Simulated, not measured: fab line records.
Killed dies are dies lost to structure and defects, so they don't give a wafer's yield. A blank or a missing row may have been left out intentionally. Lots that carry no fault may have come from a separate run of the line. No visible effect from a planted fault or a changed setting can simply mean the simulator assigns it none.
A struck lot beside a sound one || flow sky130 || 20 out of 708 route steps
Sound: these wafers, L775.1, L775.4, L775.5. Wafers L781.5, L781.6 were the ones struck. The cause is named last.
At each step with rows: each side's tool, then ch and its chambers, then its first start. Under that, the readings that differ: sound wafers || struck wafers || difference of the means || sigmas: that difference in standard deviations of wafers without a fault.
alike: readings with means less than 2 such deviations apart, plus words and numbers identical on both sides. not compared: withheld readings, readings lacking a value on some wafer, bounds such as >300 that could conceal the same value, and numbers that have no deviation in the record and whose values overlap.
Wherever a step has rows on one side only, a row that says differs or no value, or a row with sigmas, the two part there. Numbers that don't overlap but have no deviation are shown without sigmas and don't part them. A reading that every wafer of one side lacks parts them only if that side has two wafers or more.

SKY_FIELD_ISO_BOW_MEAS_00:
  struck on film_metro-02, day 2 21:05; sound on film_metro-02, day 1 15:00
  alike: INCOMING_BOW
then, 1 step without rows for these wafers: SKY_FIELD_ISO_OXIDATION_01 (stabilise 600 s, purge 300 s, target thk 12 nm).
SKY_FIELD_ISO_THK_MEAS_02:
  struck on film_metro-01, day 3 00:28; sound on film_metro-01, day 1 16:38
  alike: FIELD_ISO_OXIDATION_00_THK
then, 1 step without rows for these wafers: SKY_FIELD_ISO_CVD_03 (deposits Si3N4 from DCS/NH3, target thk 165 nm, time 2830 s).
SKY_FIELD_ISO_THK_MEAS_04:
  struck on film_metro-01, day 3 02:19; sound on film_metro-03, day 1 21:45
  alike: FIELD_ISO_CVD_03_THK
then, 5 steps without rows for these wafers: SKY_FIELD_ISO_DEHYDRATE_05 (time 60 s); SKY_FIELD_ISO_HMDS_06 (prime time 60 s); SKY_FIELD_ISO_COAT_07 (resist thk 60 nm); SKY_FIELD_ISO_COAT_08 (resist thk 450 nm); SKY_FIELD_ISO_SOFTBAKE_09 (time 90 s).
SKY_FIELD_ISO_EXPOSE_10: exposes mask FOM, target cd 150 nm.
  sound on krf_scanner-01 ch 0, day 2 05:29; struck on krf_scanner-02 ch 0, day 3 09:31
  alike: mask
then, 2 steps without rows for these wafers: SKY_FIELD_ISO_PEB_11; SKY_FIELD_ISO_DEVELOP_12 (develop time 60 s).
SKY_FIELD_ISO_CD_MEAS_13 targets a cd of 150 nm.
  struck on cd_sem-02, day 3 17:37; sound on cd_sem-02, day 2 12:13
{"reading": "cd_nm (nm)", "sound": "148.8 149.7 148.8", "struck": "134.8 134.8", "difference": -14.3, "sigmas": -10}
SKY_FIELD_ISO_ETCH_14: etches BARC in N2/H2, stops on SiO2, time 45.9 s, target depth 60 nm.
  sound on rie_diel-01 ch 0,1,2, day 2 12:20; struck on rie_diel-03 ch 1,3, day 3 17:41
{"reading": "model.FIELD_ISO.cd_nm (nm)", "sound": "149.6 150 149", "struck": "133.1 134.1", "difference": -15.9, "sigmas": ""}
  alike: drypump_motor_current_A, oes_product_au, throttle_valve_pct
  not compared: rf_hours_counter_h
SKY_FIELD_ISO_ETCH_15: etches the open film in CHF3/O2, stops on Si, target depth 180 nm, time 72 s.
  sound on rie_diel-01 ch 0,1,2, day 2 12:22; struck on rie_diel-03 ch 1,3, day 3 17:44
  alike: drypump_motor_current_A, oes_product_au, throttle_valve_pct
  not compared: rf_hours_counter_h
SKY_FIELD_ISO_STRIP_16: strips in O2/N2.
  sound on plasma_asher-01 ch 0, day 2 12:26; struck on plasma_asher-03 ch 0,1, day 3 17:50
  alike: drypump_motor_current_A, oes_product_au, strip_time_to_endpoint_s
  not compared: rf_hours_counter_h
SKY_FIELD_ISO_ETCH_17: etches Si in HBr/Cl2/O2, target depth 342 nm, time 97.7 s.
  sound on rie_si-01 ch 1,2,3, day 2 12:32; struck on rie_si-02 ch 2,3, day 3 17:54
{"reading": "model.FIELD_ISO.cd_nm (nm)", "sound": "150 150.3 150.1", "struck": "134.1 135.2", "difference": -15.5, "sigmas": ""}
  alike: HBr_flow_sccm, drypump_motor_current_A, oes_product_au, throttle_valve_pct
  not compared: rf_hours_counter_h
then, 1 step without rows for these wafers: SKY_FIELD_ISO_WET_ETCH_18 (etches Si3N4 in H3PO4, target depth 25 nm, time 286 s).
-- a jump in the record: the struck wafers' starts before and after are 46 days apart (it breaks off in module FIELD_ISO and resumes in module PAD_OPEN, where the first step shown is number 708 of the route) --
SKY_PAD_OPEN_PROBE_99:
  struck on prober-02, day 49 16:24; sound on prober-02, day 45 08:12
{"reading": "model.etest.pfet_g5v0d10v5.r_on_ohm_um", "sound": "4863 4838 4790", "struck": "5000 4982", "difference": "+161", "sigmas": ""}
{"reading": "model.etest.res_pdiff.line_ohm_um", "sound": "1323 1338 1308", "struck": "1544 1520", "difference": "+209", "sigmas": ""}
{"reading": "model.etest.res_ndiff.line_ohm_um", "sound": "771.2 770.9 769.8", "struck": "859.6 848.3", "difference": "+83.3", "sigmas": ""}
{"reading": "model.etest.sram_nfet_pass.drive_ua_um", "sound": "497.1 501.4 463.4", "struck": "436.9 431.7", "difference": -53.0, "sigmas": ""}
{"reading": "model.etest.sonos_uncharged.r_on_ohm_um", "sound": "806 821.8 808.7", "struck": "904.7 871.1", "difference": "+75.7", "sigmas": ""}
{"reading": "model.etest.res_pdiff.width_nm (nm)", "sound": "143.5 144.1 144.3", "struck": "127.3 129.7", "difference": -15.5, "sigmas": ""}
{"reading": "model.etest.res_ndiff.width_nm (nm)", "sound": "156.1 156.1 157.3", "struck": "141.2 141.6", "difference": -15.1, "sigmas": ""}
{"reading": "model.etest.sram_pfet_latch.drive_ua_um", "sound": "147.1 151.1 149.9", "struck": "118.3 120.3", "difference": -30.1, "sigmas": ""}

## WHERE THEY PART
At SKY_FIELD_ISO_CD_MEAS_13 and nowhere else, as far as this record goes. Later steps at which nothing parts them and some readings are alike: SKY_FIELD_ISO_ETCH_14, SKY_FIELD_ISO_ETCH_15, SKY_FIELD_ISO_STRIP_16, SKY_FIELD_ISO_ETCH_17.

WHY: whatever the simulator had introduced
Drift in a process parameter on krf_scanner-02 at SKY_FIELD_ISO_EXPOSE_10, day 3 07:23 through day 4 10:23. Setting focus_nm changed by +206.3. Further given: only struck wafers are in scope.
